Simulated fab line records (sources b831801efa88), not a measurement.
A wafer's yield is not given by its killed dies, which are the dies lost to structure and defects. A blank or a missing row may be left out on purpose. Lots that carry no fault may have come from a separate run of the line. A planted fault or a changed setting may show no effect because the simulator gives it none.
A sampling plan put to the test | flow gf180mcu | 6 faults told of in these records, all on one fab line, each judged by the records of the lots it struck
The plan consists of the line's own looks: route steps at which the wafer is read by a gauge or an inspection but not changed. A look can be judged if struck wafers have a number there and the file gives its usual mean and standard deviation on fault-free wafers. Caught: the struck wafers' mean, at a look after the fault's first step, is 4 or more of those standard deviations (sigma) away from the usual mean. On the tool: the fault's steps, tested the same way using the tool's own readings. It also counts as caught if the struck wafers ran another recipe or if their record alone is blank.

THE FAULTS, as the simulator had put them in
1. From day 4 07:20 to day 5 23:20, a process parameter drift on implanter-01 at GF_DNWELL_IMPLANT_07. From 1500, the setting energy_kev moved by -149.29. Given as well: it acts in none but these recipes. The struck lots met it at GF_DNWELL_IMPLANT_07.
2. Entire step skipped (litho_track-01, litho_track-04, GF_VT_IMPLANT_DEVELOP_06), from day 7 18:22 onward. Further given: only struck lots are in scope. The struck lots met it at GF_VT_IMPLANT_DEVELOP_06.
3. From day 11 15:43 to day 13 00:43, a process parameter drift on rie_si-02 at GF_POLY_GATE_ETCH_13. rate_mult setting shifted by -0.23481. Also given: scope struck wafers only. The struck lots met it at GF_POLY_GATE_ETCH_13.
4. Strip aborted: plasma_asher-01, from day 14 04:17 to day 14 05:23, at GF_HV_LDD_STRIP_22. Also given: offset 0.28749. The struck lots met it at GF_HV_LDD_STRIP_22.
5. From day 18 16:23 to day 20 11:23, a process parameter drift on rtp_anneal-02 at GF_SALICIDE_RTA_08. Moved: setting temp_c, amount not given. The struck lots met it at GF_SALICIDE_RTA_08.
6. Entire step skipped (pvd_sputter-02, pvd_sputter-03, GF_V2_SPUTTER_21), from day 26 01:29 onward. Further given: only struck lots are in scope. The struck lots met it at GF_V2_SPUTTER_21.

WHAT THE PLAN SAW
fault | on the tool itself                               | first look that catches it                      | reading, sigma | median hours from its first step to that look | hours from the fault's start to the first struck lot there | judged looks passed uncaught
1     | beam_energy_keV -99 or beyond sigma              | none of the 2 looks that can be judged after it | -              | -                                             | -                                                          | 2
2     | the tool's record is blank for the struck wafers | no look after it can be judged                  | -              | -                                             | -                                                          | 0
3     | oes_product_au -19 sigma                         | no look after it can be judged                  | -              | -                                             | -                                                          | 0
4     | oes_product_au +45 sigma                         | not the one look that can be judged after it    | -              | -                                             | -                                                          | 1
5     | wafer_temp_C_max -62 sigma                       | not the one look that can be judged after it    | -              | -                                             | -                                                          | 1
6     | the tool's record is blank for the struck wafers | no look after it can be judged                  | -              | -                                             | -                                                          | 0
A dash: this means the fault isn't caught or the number doesn't appear in these records.

Caught at a look: 0 of 6. Caught on the tool: 6 of 6. By one or the other: 6 of 6.
Faults 1, 2, 3, 4, 5, 6 were caught on the tool alone.
